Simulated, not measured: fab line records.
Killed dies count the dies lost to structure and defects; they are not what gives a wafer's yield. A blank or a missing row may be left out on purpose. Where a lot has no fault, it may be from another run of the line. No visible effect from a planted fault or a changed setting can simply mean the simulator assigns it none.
The same fault as seen by 2 desks	flow gf180mcu	only its own numbers are on each desk; what lay behind them is given at the end

FROM THE METROLOGY DESK
What the gauges read for every lot (on any tool): the sampled wafers with a number, averaged. Marked OUT: a lot whose mean sits more than 4 standard deviations from the usual mean, which makes it out of limits; the brackets give that distance.
Columns: A = CONTACT_BOW at GF_CONTACT_BOW_MEAS_05, usual 66 um; B = V1_CVD_02_THK at GF_V1_THK_MEAS_03, usual 848 nm
lot	first seen here	A	B
L107	day 15 21:52	75	844
L108	day 16 09:05	67	849
L111	day 17 08:50	59	835
L114	day 18 12:12	71	876
L118	day 20 04:18	67	846
L119	day 20 10:44	71	854
L122	day 21 08:59	61	847
L123	day 21 20:54	65	843
L124	day 22 08:42	64	854
L125	day 22 09:05	69	845
L126	day 22 16:18	62	839
L127	day 23 04:41	68	846
L128	day 23 11:43	65	856
This desk's verdict: no lot among the 13 shows anything out of limits.

AT THE TOOL OWNER'S DESK: cmp-02
The tool's own readings at GF_V1_CMP_26 (polishes, stops on SiO2, t overpolish 15 s, target thk 0 nm): means of the sampled wafers that have a number, for each lot that ran on this tool. Marked OUT: a lot whose mean sits more than 4 standard deviations from the usual mean, which makes it out of limits; the brackets give that distance.
Columns: A = motor_current_A at GF_V1_CMP_26, usual 10.8 A; B = overpolish_run_s at GF_V1_CMP_26, usual 15.001 s; C = retaining_ring_pressure_frac at GF_V1_CMP_26, usual 1.000; D = slurry_flow_ml_min at GF_V1_CMP_26, usual 150.0; E = time_to_endpoint_s at GF_V1_CMP_26, usual 86 s
lot	first seen here	A	B	C	D	E
L107	day 18 23:21	11.0	15.004	1.000	150.4	90
L108	day 19 11:54	11.4	15.003	1.005	150.2	88
L111	day 20 13:06	11.8	10.020 (-99 or more) OUT	0.997	150.2	98
L122	day 24 11:25	11.8	15.007	0.998	149.8	85
L123	day 24 21:05	11.1	15.003	1.005	150.5	83
L126	day 25 15:11	11.2	15.007	1.006	149.7	86
L127	day 26 02:13	10.7	15.000	1.001	150.2	84
L128	day 26 11:17	12.5	14.996	1.000	150.3	84
Finding of this desk: L111 out of limits; the first was L111 at day 20 13:06, on overpolish_run_s at GF_V1_CMP_26. Within limits: L107, L108, L122, L123, L126, L127, L128.

BROUGHT TOGETHER
At day 20 13:06, on L111, the tool owner's desk was in a position to raise an alarm.
At the metrology desk, nothing out of limits was observed.
The metrology desk holds a record of L111, inside its limits.
All the named lots went through GF_V1_CMP_26 on cmp-02.

WHAT THE SIMULATOR HAD INSERTED
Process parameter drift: cmp-02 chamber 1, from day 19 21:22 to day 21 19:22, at GF_V1_CMP_26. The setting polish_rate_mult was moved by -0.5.
Lots struck among those shown: L111.
Each desk's first reading out of limits, in hours after the fault started: the tool owner's desk, 16.
